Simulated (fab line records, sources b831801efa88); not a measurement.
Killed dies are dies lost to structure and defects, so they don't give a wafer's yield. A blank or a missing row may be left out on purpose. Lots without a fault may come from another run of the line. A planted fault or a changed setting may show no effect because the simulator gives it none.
fab line records | flow sfq_line
record lots=7 wafers=21 last_day=94
route steps=325 shown C5@250 M6@251
lots that met no fault: from a run of the same line without faults
start_h: hours from the record's first day to the start of the lot's first wafer shown | wait_h: hours since the lot's step before | " the same as in the row above | L1.1+2: a row that stands for several wafers | - no value, or no start given | * or withheld: withheld | < > ~ a bound
route shown NAME@n: a module of which the file shows steps, and the number in the route of the first | usual: mean/standard deviation of fault-free wafers | same: alike in all rows | chamber/n: place in a boat | sites: the reading at each site | _std_site: their standard deviation | _edge_site: outer sites' mean less inner sites' | radius_mm: how far each site lies from the wafer's centre | mask NAME#n: copy n | behind: the tool/chamber that last shaped the wafer | hold: why the lot was held/for how many hours/how that ended | device: the transistor (n, p or np) that didn't switch | end of line: the same wafers' tests at the end of the route | a step without rows: its recipe alone | killed: dies lost to structure and defects at the first sort, not the wafer's yield | map: a wafer's dies, x killed, . not, _ none there
set.NAME: the setting as run; set.NAME@STEP: as run at that earlier step | model.NAME: the simulator's own value behind a step, which no gauge read
lots at some steps of the route; a table a step, a row a wafer
services: from which hour (start_h, from the record's first day; less than 0 if before it) a tool's chamber was out of use, for how many hours, and why
## steps
# step SFQ_TRILAYER_C5_STRIP_SOLV_CLEAN_156
# recipe chemistry=NMP temp_c=70 time_s=600
# step SFQ_TRILAYER_M6_DEP_PRE_CLEAN_158
# recipe gas=Ar time_s=22.5 bias_v=250
# step SFQ_TRILAYER_M6_DEP_SPUTTER_157
# recipe material=Nb base_pressure_pa=1.33e-06 chamber_pressure_pa=0.1333 substrate_temp_c=20 target_thk_nm=200 power_w=2000 time_s=133.3
# usual base_pressure_pa=1.33e-06/7.2e-08 throttle_valve_pct=29.9/1.2
# columns lot.wafer tool chamber start_h wait_h base_pressure_pa throttle_valve_pct
L462.3 pvd_sputter-06 - 1824.76 0.0 1.35e-06 31.5
L462.4 " - " " 1.28e-06 28.0
L462.6 " - " " 1.35e-06 31.4
L466.2 pvd_sputter-03 - 1846.89 0.0 1.37e-06 30.0
L466.3 " - " " 1.35e-06 30.7
L466.6 " - " " 1.32e-06 29.8
L471.1 pvd_sputter-05 - 1886.52 0.0 1.39e-06 30.1
L471.2 " - " " 1.35e-06 30.7
L471.4 " - " " 1.18e-06 31.5
L473.3 pvd_sputter-06 - 1899.32 0.0 1.4e-06 27.9
L473.5 " - " " 1.28e-06 28.4
L473.6 " - " " 1.27e-06 31.2
L474.1 pvd_sputter-03 - 1903.50 0.0 1.19e-06 31.4
L474.2 " - " " 1.3e-06 29.9
L474.6 " - " " 1.25e-06 29.9
L475.2 pvd_sputter-05 - 1928.45 0.0 1.19e-06 31.4
L475.4 " - " " 1.24e-06 29.6
L475.5 " - " " 1.33e-06 31.3
L476.1 pvd_sputter-03 - 1930.85 0.0 1.34e-06 30.2
L476.5 " - " " 1.4e-06 31.1
L476.6 " - " " 1.42e-06 30.1
# step SFQ_M6_RS_MEAS_938
# recipe thk_meas_gauge=four-point-probe reads=Nb_of_TRILAYER_M6_DEP_SPUTTER_157
# usual M6_NB_RS=0.887/0.0092
# columns lot.wafer tool chamber start_h wait_h M6_NB_RS[ohm/sq]
L462.3 film_metro-02 - 1824.90 0.1 0.906
L462.4 " - " " 0.909
L462.6 " - " " 0.903
L466.2 film_metro-02 - 1847.00 0.1 0.888
L466.3 " - " " 0.885
L466.6 " - " " 0.888
L471.1 film_metro-03 - 1886.61 0.0 0.883
L471.2 " - " " 0.883
L471.4 " - " " 0.881
L473.3 film_metro-02 - 1899.45 0.1 0.897
L473.5 " - " " 0.892
L473.6 " - " " 0.893
L474.1 film_metro-03 - 1903.59 0.0 0.883
L474.2 " - " " 0.891
L474.6 " - " " 0.889
L475.2 film_metro-03 - 1928.56 0.1 0.890
L475.4 " - " " 0.890
L475.5 " - " " 0.891
L476.1 film_metro-04 - 1930.94 0.0 0.887
L476.5 " - " " 0.888
L476.6 " - " " 0.900
# step SFQ_TRILAYER_M6_LITHO_COAT_164
# recipe resist=BARC spin_rpm=3000 resist_thk_nm=60.96
# step SFQ_TRILAYER_M6_LITHO_COAT_159
# recipe resist=KrF spin_rpm=3000 resist_thk_nm=600
# step SFQ_TRILAYER_M6_LITHO_SOFTBAKE_163
# recipe temp_c=withheld time_s=withheld resist=KrF
# step SFQ_TRILAYER_M6_LITHO_EXPOSE_160
# recipe mask_id=M6 na=0.6 source_shape=conventional sigma_outer=0.65 target_cd_nm=500 dose_mj=14.4
# step SFQ_TRILAYER_M6_LITHO_PEB_162
# recipe peb_temp_c=115 peb_time_s=60 resist=KrF
# step SFQ_TRILAYER_M6_LITHO_DEVELOP_161
# recipe time_s=60 resist=KrF
# step SFQ_M6_OVL_MEAS_940
# usual M6_OVL=2/5
# columns lot.wafer tool chamber start_h wait_h M6_OVL[nm]
L462.3 overlay-02 - 1839.97 0.1 9
L462.4 " - " " 5
L462.6 " - " " 2
L466.2 overlay-02 - 1850.76 0.1 8
L466.3 " - " " 1
L466.6 " - " " 7
L471.1 overlay-01 - 1889.04 0.1 5
L471.2 " - " " -4
L471.4 " - " " -2
L473.3 overlay-02 - 1903.77 0.1 5
L473.5 " - " " 10
L473.6 " - " " 8
L474.1 overlay-01 - 1906.02 0.1 2
L474.2 " - " " 4
L474.6 " - " " 0
L475.2 overlay-01 - 1934.73 0.1 12
L475.4 " - " " 6
L475.5 " - " " 7
L476.1 overlay-01 - 1937.12 0.1 -6
L476.5 " - " " 0
L476.6 " - " " 4
# step SFQ_TRILAYER_M6_BARC_OPEN_METAL_ETCH_206
# recipe mask_material=PR chemistry=O2 target_depth_nm=125 target=BARC icp_w=600 bias_w=80 pressure_mtorr=10 time_s=41.7
# usual bias_w=79.97/0.23 drypump_motor_current_A=5.7/0.46 he_backside_leak_sccm=3.6/0.33 oes_product_au=0.680/0.005 run_length_s=70.2/0.78
# columns lot.wafer tool chamber start_h wait_h bias_w drypump_motor_current_A he_backside_leak_sccm oes_product_au rf_hours_counter_h run_length_s model.KrF_of_TRILAYER_M6_LITHO_COAT_159.thk_nm
L462.3 rie_metal-02 1 1840.01 0.0 79.88 6.3 3.6 0.671 - 69.7 523.6
L462.4 " 0 " " 79.77 6.0 3.2 0.672 - 70.5 521.7
L462.6 " 0 " " 79.96 6.0 3.4 0.674 - 70.4 522.1
L466.2 rie_metal-01 0 1850.79 0.0 80.33 5.9 3.5 0.674 108 70.5 523.8
L466.3 " 0 " " 79.89 5.9 3.5 0.681 - 70.2 524
L466.6 " 1 " " 79.91 5.4 3.5 0.675 - 69.7 525.1
L471.1 rie_metal-02 1 1889.07 0.0 - 6.3 3.7 0.752 94 64.3 530.7
L471.2 " 0 " " 80.34 6.0 3.8 0.681 123 70.8 523.3
L471.4 " 1 " " - 6.3 3.6 0.754 - 64.3 531.3
L473.3 rie_metal-02 1 1903.82 0.0 - 6.3 3.8 0.756 - 64.6 528.4
L473.5 " 1 " " - 6.3 3.8 0.752 - 64.1 529.8
L473.6 " 0 " " 79.74 6.0 3.7 0.666 - 70.5 522.3
L474.1 rie_metal-02 1 1906.06 0.0 - 6.3 3.6 0.752 97 64.2 528.4
L474.2 " 0 " " 80.00 6.0 3.8 0.681 125 71.0 523.2
L474.6 " 0 " " 80.01 6.1 3.7 0.680 - 70.4 524.3
L475.2 rie_metal-01 0 1934.76 0.0 80.05 5.9 3.5 0.683 123 70.4 524.8
L475.4 " 0 " " 79.76 5.9 3.7 0.678 - 70.2 524
L475.5 " 0 " " 79.95 5.9 3.4 0.680 - 70.3 524.2
L476.1 rie_metal-01 0 1937.16 0.0 79.40 5.9 3.4 0.675 124 70.6 522.9
L476.5 " 1 " " 80.08 5.4 3.4 0.681 - 69.5 524.5
L476.6 " 0 " " 79.93 5.9 3.4 0.676 - 70.1 524.8
# step SFQ_TRILAYER_M6_ETCH_METAL_ETCH_162
# recipe target=Nb stop_on=SiO2 mask_material=PR chemistry=Cl2/Ar target_depth_nm=240 icp_w=600 bias_w=80 pressure_mtorr=10 time_s=120
# usual bias_w=79.96/0.24 drypump_motor_current_A=5.7/0.45 he_backside_leak_sccm=3.60/0.17 oes_product_au=0.895/0.0065 run_length_s=148.5/0.75
# columns lot.wafer tool chamber start_h wait_h bias_w drypump_motor_current_A he_backside_leak_sccm oes_product_au rf_hours_counter_h run_length_s model.KrF_of_TRILAYER_M6_LITHO_COAT_159.thk_nm
L462.3 rie_metal-02 1 1840.10 0.1 79.87 6.3 3.63 0.887 - 147.6 381.2
L462.4 " 0 " " 80.15 6.0 3.90 0.887 - 148.7 380.8
L462.6 " 0 " " 80.31 6.0 3.71 0.894 - 149.2 379.8
L466.2 rie_metal-01 0 1850.85 0.0 79.75 5.8 3.55 0.898 108 149.1 383.3
L466.3 " 0 " " 79.65 5.9 3.52 0.903 - 148.5 384.1
L466.6 " 1 " " 79.90 5.4 3.52 0.889 - 148.4 385.9
L471.1 rie_metal-02 1 1889.13 0.0 80.01 6.3 3.76 0.897 94 147.8 388
L471.2 " 0 " " 79.90 6.0 4.01 0.907 123 148.8 381
L471.4 " 1 " " 80.02 6.3 3.66 0.898 - 147.6 391.1
L473.3 rie_metal-02 1 1903.90 0.1 79.85 6.3 3.69 0.896 - 147.7 386.4
L473.5 " 1 " " 79.66 6.3 3.74 0.896 - 147.5 387
L473.6 " 0 " " 79.90 6.0 3.93 0.890 - 148.7 379.5
L474.1 rie_metal-02 1 1906.12 0.0 79.87 6.3 3.72 0.905 97 147.5 386.5
L474.2 " 0 " " 79.99 6.0 3.67 0.894 125 148.7 381.6
L474.6 " 0 " " 79.83 6.0 3.99 0.894 - 148.8 381.8
L475.2 rie_metal-01 0 1934.82 0.0 79.91 5.9 3.59 0.899 123 148.5 383.2
L475.4 " 0 " " 79.54 5.9 3.52 0.889 - 148.7 382.6
L475.5 " 0 " " 79.77 5.9 3.52 0.900 - 148.5 381.8
L476.1 rie_metal-01 0 1937.22 0.0 79.39 5.9 3.75 0.898 124 148.5 378.1
L476.5 " 1 " " 80.05 5.3 3.29 0.886 - 148.0 384.4
L476.6 " 0 " " 79.65 5.9 3.79 0.889 - 148.9 380.2
# step SFQ_TRILAYER_M6_STRIP_STRIP_163
# recipe gas=O2 power_w=200 platen_temp_c=40 overash_fraction=0.65 chemistry=O2 pressure_mtorr=50
# usual drypump_motor_current_A=5.7/0.46 he_backside_leak_sccm=3.60/0.2 oes_product_au=0.999/0.0076
# same overash_fraction=0.65
# columns lot.wafer tool chamber start_h wait_h drypump_motor_current_A he_backside_leak_sccm oes_product_au rf_hours_counter_h
L462.3 rie_metal-02 1 1840.38 0.2 6.3 3.80 1.000 -
L462.4 " 0 " " 6.0 3.61 1.004 -
L462.6 " 0 " " 6.0 4.17 0.997 -
L466.2 rie_metal-01 0 1850.98 0.1 5.9 4.45 1.008 108
L466.3 " 0 " " 5.9 3.57 0.993 -
L466.6 " 1 " " 5.3 3.47 0.987 -
L471.1 rie_metal-02 1 1889.26 0.1 6.3 3.69 1.016 94
L471.2 " 0 " " 6.0 4.10 1.008 123
L471.4 " 1 " " 6.3 3.52 1.007 -
L473.3 rie_metal-02 1 1904.18 0.2 6.3 3.67 0.993 -
L473.5 " 1 " " 6.3 3.63 1.003 -
L473.6 " 0 " " 6.0 3.82 1.014 -
L474.1 rie_metal-02 1 1906.24 0.1 6.3 3.67 1.008 97
L474.2 " 0 " " 6.0 3.90 1.008 126
L474.6 " 0 " " 6.0 3.76 1.007 -
L475.2 rie_metal-01 0 1934.94 0.1 5.9 3.64 1.003 123
L475.4 " 0 " " 5.9 3.55 0.995 -
L475.5 " 0 " " 5.9 3.50 1.001 -
L476.1 rie_metal-01 0 1937.34 0.1 5.9 3.62 1.009 124
L476.5 " 1 " " 5.3 3.40 0.995 -
L476.6 " 0 " " 5.9 3.55 1.011 -
## services
# columns tool chamber start_h hours kind
rie_metal-02 0 1852.21 7.7 repair
pvd_sputter-06 0 1875.80 - consumable_replace:kit
pvd_sputter-06 0 1875.80 18.0 scheduled_down
pvd_sputter-06 0 1875.80 18.0 vent_cycle
pvd_sputter-06 - 1899.58 1.2 repair
pvd_sputter-05 - 1911.50 4.3 repair
## key
first_sign step=SFQ_TRILAYER_M6_BARC_OPEN_METAL_ETCH_206 reading=oes_product_au direction=up sigmas=15 usual=0.680 struck=0.753
effect step=SFQ_TRILAYER_M6_BARC_OPEN_METAL_ETCH_206 reading=run_length_s direction=down sigmas=7.6 usual=* struck=*
model_effect step=SFQ_TRILAYER_M6_BARC_OPEN_METAL_ETCH_206 value=KrF_of_TRILAYER_M6_LITHO_COAT_159.thk_nm without=523.3 struck=529.7
model_effect step=SFQ_TRILAYER_M6_ETCH_METAL_ETCH_162 value=KrF_of_TRILAYER_M6_LITHO_COAT_159.thk_nm without=381.4 struck=387.8
met_at SFQ_TRILAYER_M6_BARC_OPEN_METAL_ETCH_206
struck_wafers L471.1,L471.4,L473.3,L473.5,L474.1
onset_between 1840.01 1889.07
fault kind=process_parameter_drift tool=rie_metal-02 chamber=1 onset_h=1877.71 steps=SFQ_TRILAYER_M6_BARC_OPEN_METAL_ETCH_206 channel=time_s offset=* shape=step end_h=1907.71 acts_in=* stated=*
